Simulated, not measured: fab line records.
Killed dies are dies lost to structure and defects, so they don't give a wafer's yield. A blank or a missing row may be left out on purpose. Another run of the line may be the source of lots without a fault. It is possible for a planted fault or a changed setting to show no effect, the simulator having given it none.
A lot that was struck, set against a sound lot / flow sky130 / 15 out of 708 route steps
Sound: the wafers L665.2, L665.3, L665.5. Struck: wafers L679.3, L679.4 (left out: L679.5, a lot-mate that was not struck); the cause follows at the end.
At each step with rows: each side's tool, then ch and its chambers, then its first start. Under that, the readings that differ: sound wafers / struck wafers / difference of the means / sigmas: that difference in standard deviations of wafers without a fault.
alike: words and numbers the same on both sides, and readings whose means are apart by under 2 such deviations; not compared: readings that were withheld, readings missing a value for some wafer, numbers with overlapping values and no deviation given by the record, and bounds like >300 which may hide the same value.
Wherever a step has rows on one side only, a row that says differs or no value, or a row with sigmas, the two part there. Numbers that don't overlap but have no deviation are shown without sigmas and don't part them. Lack of a reading on every wafer of one side parts them only where that side has two or more wafers.

SKY_SONOS_ONO_THK_MEAS_03:
  struck on filmMetro-04, day 16 23:26; sound on filmMetro-04, day 11 10:54
reading=SONOS_ONO_CVD_02_THK (nm); sound=10.70 10.69 10.71; struck=10.48 10.37; difference=-0.27; sigmas=-2
then, 1 step without rows for these wafers: SKY_SONOS_ONO_CVD_04 (deposits SiO2 from SiH4/N2O, target thk 5.7199 nm).
SKY_SONOS_ONO_THK_MEAS_05:
  struck on filmMetro-03, day 17 00:44; sound on filmMetro-04, day 11 12:13
  alike: SONOS_ONO_CVD_04_THK
then, 7 steps without rows for these wafers: SKY_SONOS_ONO_DEHYDRATE_06 (time 60 s); SKY_SONOS_ONO_HMDS_07 (prime time 60 s); SKY_SONOS_ONO_COAT_08 (resist thk 1140 nm); SKY_SONOS_ONO_SOFTBAKE_09 (time 60 s); SKY_SONOS_ONO_EXPOSE_10 (exposes mask ONOM, target cd 410 nm); SKY_SONOS_ONO_PEB_11; SKY_SONOS_ONO_DEVELOP_12 (develop time 60 s).
SKY_SONOS_ONO_CD_MEAS_13 targets a cd of 410 nm.
  struck on cdSem-02, day 18 05:19; sound on cdSem-02, day 12 12:43
  alike: cdNm
SKY_SONOS_ONO_OVL_MEAS_14:
  struck on overlay-02, day 18 05:24; sound on overlay-02, day 12 12:50
  alike: SONOS_ONO_OVL
SKY_SONOS_ONO_ETCH_15: etches the open film in CHF3/O2, target depth 19.52 nm, time 7.8 s.
  sound on rieDiel-01 ch 0,1,2, day 12 12:52; struck on rieDiel-03 ch 0, day 18 05:26
reading=throttleValvePct (%); sound=8.841 8.825 8.844; struck=8.822 8.803; difference=-0.024; sigmas=-2
reading=model.etch.depthNm (nm); sound=19.67 19.74 19.45; struck=21.55 21.43; difference=+1.87; sigmas=
reading=model.SONOS_ONO.featureDepthNm (nm); sound=19.67 19.74 19.45; struck=21.55 21.43; difference=+1.87; sigmas=
reading=model.SiO2_of_NWELL_OXIDATION_01.thkNm (nm); sound=5.581 5.568 5.784; struck=5.526 5.438; difference=-0.162; sigmas=
  alike: drypumpMotorCurrentA, oesProductAu
  not compared: rfHoursCounterH
then, 1 step without rows for these wafers: SKY_SONOS_ONO_WET_ETCH_16 (etches SiO2 in dHF, target depth 14 nm, time 280 s).
-- here the record skips 31 days between the struck wafers' starts before and after, leaving off in module SONOS_ONO and picking up in module PAD_OPEN (first step shown: number 708 of the route) --
SKY_PAD_OPEN_PROBE_99:
  struck on prober-02, day 49 12:56; sound on prober-01, day 45 16:20
  alike: killed_at_M0_to_M3, killed_at_M4_up, killedAtContacts, killedAtFrontEnd, killedAtOther, killedDies, killedOpen, killedShort

## WHERE THEY PART
At SKY_SONOS_ONO_THK_MEAS_03 first; at SKY_SONOS_ONO_ETCH_15 last (within this record only). Later steps at which nothing parts them and some readings are alike: SKY_PAD_OPEN_PROBE_99.

WHY: whatever the simulator had introduced
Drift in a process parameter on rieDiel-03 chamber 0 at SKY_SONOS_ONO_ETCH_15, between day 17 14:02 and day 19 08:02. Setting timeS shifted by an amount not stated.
